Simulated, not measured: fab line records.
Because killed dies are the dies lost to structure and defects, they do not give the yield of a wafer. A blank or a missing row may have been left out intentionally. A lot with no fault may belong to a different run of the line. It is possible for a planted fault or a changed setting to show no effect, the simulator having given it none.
Which tool was responsible? | flow gf180mcu | 12 lots, 36 wafers sampled, at 4 steps of a route of 602

## WHAT THE GAUGES READ, wafer by wafer
GF_NWELL_TW_MEAS_11.
lot  | measured    | on           | NWELL_TW
L963 | day 3 07:56 | filmMetro-02 | 1556 1565 1562
L965 | day 3 18:42 | filmMetro-04 | 1591 1592 1600
L966 | day 4 01:36 | filmMetro-04 | 1585 1591 1583
L967 | day 4 05:24 | filmMetro-04 | 1584 1586 1587
L968 | day 4 11:46 | filmMetro-04 | 1595 1600 1584
L972 | day 5 10:13 | filmMetro-03 | 1751 1751 1757 1754 1751 1759
L975 | day 6 01:09 | filmMetro-03 | 1581 1580 1588
L976 | day 6 06:55 | filmMetro-04 | 1770 1766 1766 1769 1771 1766
L981 | day 7 09:57 | filmMetro-03 | 1581 1585 1580
L983 | day 7 19:26 | filmMetro-04 | 1606 1604 1591
L985 | day 8 14:45 | filmMetro-04 | 1600 1602 1588
L986 | day 8 18:56 | filmMetro-04 | 1606 1595 1600

GF_VT_IMPLANT_RS_MEAS_47: measures by four-point-probe.
lot  | measured     | on           | NWELL_RS (ohm/sq)
L963 | day 7 14:52  | filmMetro-04 | 488.9 489.1 488.4
L965 | day 8 01:14  | filmMetro-03 | 488.5 489.0 488.4
L966 | day 8 09:50  | filmMetro-03 | 488.7 488.3 487.6
L967 | day 8 16:27  | filmMetro-04 | 488.5 488.1 489.0
L968 | day 9 00:34  | filmMetro-03 | 487.4 488.6 486.4
L972 | day 10 05:05 | filmMetro-03 | 404.7 403.9 404.5 404.7 404.5 402.4
L975 | day 10 23:01 | filmMetro-03 | 487.5 489.3 488.0
L976 | day 11 05:20 | filmMetro-04 | 403.4 403.1 403.5 403.5 403.1 403.8
L981 | day 12 13:02 | filmMetro-02 | 487.8 488.2 486.9
L983 | day 13 01:11 | filmMetro-02 | 488.2 489.3 487.0
L985 | day 14 01:43 | filmMetro-02 | 488.1 487.7 487.1
L986 | day 14 05:51 | filmMetro-04 | 484.6 484.4 484.9

GF_NSD_CD_MEAS_07: target cd 400 nm.
lot  | measured     | on       | cdNm (nm)
L963 | day 13 07:46 | cdSem-01 | 399.5 399.1 399.0
L965 | day 14 08:53 | cdSem-02 | 402.7 402.9 403.7
L966 | day 14 07:16 | cdSem-01 | 400.5 399.2 401.2
L967 | day 14 15:14 | cdSem-02 | 400.6 401.0 400.9
L968 | day 15 04:42 | cdSem-01 | 398.3 397.2 397.5
L975 | day 17 09:21 | cdSem-01 | 402.9 399.4 399.2
L981 | day 19 13:06 | cdSem-01 | 400.3 401.3 401.6
L983 | day 20 01:58 | cdSem-01 | 402.6 403.4 400.9
L985 | day 21 10:10 | cdSem-02 | 403.1 402.1 402.1
L986 | day 21 12:40 | cdSem-01 | 400.3 400.5 400.3

## WHICH TOOL RAN EACH LOT (tool, then ch and the chambers of the sampled wafers, then the start)
lot  | GF_NWELL_IMPLANT_08
L963 | implanter-01 ch 0, day 3 07:34
L965 | implanter-02 ch 0, day 3 18:19
L966 | implanter-01 ch 0, day 4 01:12
L967 | implanter-03 ch 0, day 4 05:01
L968 | implanter-01 ch 0, day 4 11:22
L972 | implanter-01 ch 0, day 5 09:51
L975 | implanter-02 ch 0, day 6 00:45
L976 | implanter-01 ch 0, day 6 06:26
L981 | implanter-02 ch 0, day 7 09:33
L983 | implanter-03 ch 0, day 7 18:56
L985 | implanter-01 ch 0, day 8 14:21
L986 | implanter-02 ch 0, day 8 18:32
- GF_NWELL_IMPLANT_08

## AS READ BY THE TOOLS THEMSELVES (means over the sampled wafers that have a number; for cases with no such wafer, the mark the record gives instead)
GF_NWELL_IMPLANT_08.
lot  | tool         | beamOnS (s) | doseIonsCm2 | faradayCurrentUA | tiltDeg (degrees)
L963 | implanter-01 | 10.13       | 1.5005e+13  | 83.3             | -0.026
L965 | implanter-02 | 9.94        | 1.5020e+13  | 85.0             | 0.011
L966 | implanter-01 | 10.17       | 1.5007e+13  | 83.0             | 0.007
L967 | implanter-03 | 9.95        | 1.4991e+13  | 84.8             | -0.018
L968 | implanter-01 | 10.08       | 1.5009e+13  | 84.2             | -0.015
L972 | implanter-01 | 10.03       | 2.1614e+13  | 121.9            | -0.009
L975 | implanter-02 | 10.00       | 1.5008e+13  | 84.9             | -0.002
L976 | implanter-01 | 9.88        | 2.1578e+13  | 123.3            | -0.021
L981 | implanter-02 | 9.90        | 1.4993e+13  | 85.3             | -0.016
L983 | implanter-03 | 9.98        | 1.5007e+13  | 84.8             | 0.013
L985 | implanter-01 | 10.01       | 1.5012e+13  | 84.3             | -0.001
L986 | implanter-02 | 10.16       | 1.4994e+13  | 83.4             | -0.016

## THE ANSWER, worked out from the rows above alone
Rule: the lots themselves supply what counts as usual. Put in order of their means at a reading, lots are off if they are a third of the lots or fewer, leave a main group of 4 or more, and stand apart from it by a gap of 3 or more times the standard deviation of the main group's means; of several such gaps the widest counts. Not used: any main group whose means are identical at the precision the tables above print for the reading. Also off: a lot with no number at a reading for which 4 or more lots have one. All remaining lots with rows at the step are treated as sound. The gauges are gone through in route order, then the tools' own readings, and for those a lot's mean is taken as printed above. At the first step where some lot is off, the reading lying furthest off is the one used; lots without a number count as furthest.
Off: L972, L976, seen at GF_NWELL_TW_MEAS_11 (NWELL_TW). Mean 1588 and standard deviation 11 in the main group.
If a tool, at a process step before that reading, ran all the lots that are off and no sound lot after the first of them, it fits. The gauges at GF_NWELL_TW_MEAS_11 aren't tried: what is off there is off at GF_NWELL_IMPLANT_08 too, on other tools, and a gauge's error can't cause that. Not one of the candidates tried fits.

## WHAT THE SIMULATOR HAD INSERTED
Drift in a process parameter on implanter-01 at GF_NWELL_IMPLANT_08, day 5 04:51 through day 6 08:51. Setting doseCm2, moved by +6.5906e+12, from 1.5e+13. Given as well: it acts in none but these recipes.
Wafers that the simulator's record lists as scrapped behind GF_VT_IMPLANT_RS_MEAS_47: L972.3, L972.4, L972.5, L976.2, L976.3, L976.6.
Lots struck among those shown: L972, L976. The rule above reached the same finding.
